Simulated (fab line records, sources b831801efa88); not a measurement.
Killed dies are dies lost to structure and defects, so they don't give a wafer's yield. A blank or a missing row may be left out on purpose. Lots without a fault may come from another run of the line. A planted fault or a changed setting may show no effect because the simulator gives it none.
Problem report in the 8D (eight disciplines) form, filled by code | flow sky130 | the parts of the form that need people (team, actions taken, sign-off) are left out

1. THE PROBLEM
beam_energy_keV at SKY_LDD_N_IMPLANT_11 reads a mean of 18.090 on 6 wafers of 2 lots; wafers without a fault read 20.001 with a standard deviation of 0.0058. That is -99 or more standard deviations from the usual mean.
First seen on wafer L232.1, day 20 17:27, on implanter-01. The record holds 39 wafers of 13 lots with a number at this step. Rule for "out", or "out of limits": more than 4 standard deviations from the usual mean. The other wafers with a number count as sound.

2. WHAT IT IS AND WHAT IT IS NOT
question                    | is                     | is not
which readings at this step | beam_energy_keV        | -
which lots                  | L232, L233             | L223, L224, L225, L226, L236, L237, L238, L239, L241, L242, L243
which wafers of those lots  | all that have a number | -
read on which tools         | implanter-01           | implanter-02, implanter-03
when                        | from day 20 17:27      | up to then (12 sound wafers); but 21 sound wafers of L236, L237, L238, L239, L241, L242, L243 came after

3. SUSPECTS, AND WHAT RULES EACH OUT
Counting: a tool at a process step up to the reading stays a suspect if it ran every lot that is out and no sound lot after the first of them.
- implanter-01 at SKY_LDD_N_IMPLANT_11: kept. It ran every lot that is out, first L232 (day 20 17:27), and no sound lot after that; its last sound lot up to then is L226 (day 18 16:28). Its own readings are out on those wafers: beam_energy_keV.
Left after counting: implanter-01 at SKY_LDD_N_IMPLANT_11.

4. THE CAUSE (what the simulator had put in)
Process parameter drift: implanter-01, from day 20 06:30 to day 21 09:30, at SKY_LDD_N_IMPLANT_11. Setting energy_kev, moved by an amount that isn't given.
Counting left only this tool.

5. THE CHAIN OF EFFECTS, in route order
Each row: a reading whose mean over the struck wafers that have a number lies more than 3 standard deviations from the usual. Only readings for which the record gives a usual standard deviation are gone through. hours: the time from each lot's start at the first step in this table that gives one to its start at this step, as a median over the lots. sigmas: the change in usual standard deviations.
hours | step                 | reading         | usual  | on struck wafers | change | sigmas
0     | SKY_LDD_N_IMPLANT_11 | beam_energy_keV | 20.001 | 18.090           | -1.911 | -99 or more
The process steps in it:
- SKY_LDD_N_IMPLANT_11
Later measuring or inspecting steps at which every struck wafer that the step has a row for has a number for every such reading, and none has moved that far: SKY_VIA1_THK_MEAS_23, SKY_CAPM_THK_MEAS_04.

6. WHAT WOULD HAVE CAUGHT IT SOONER
In this record the first reading out of limits was taken at day 20 17:27, 11 hours after the fault began at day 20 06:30.
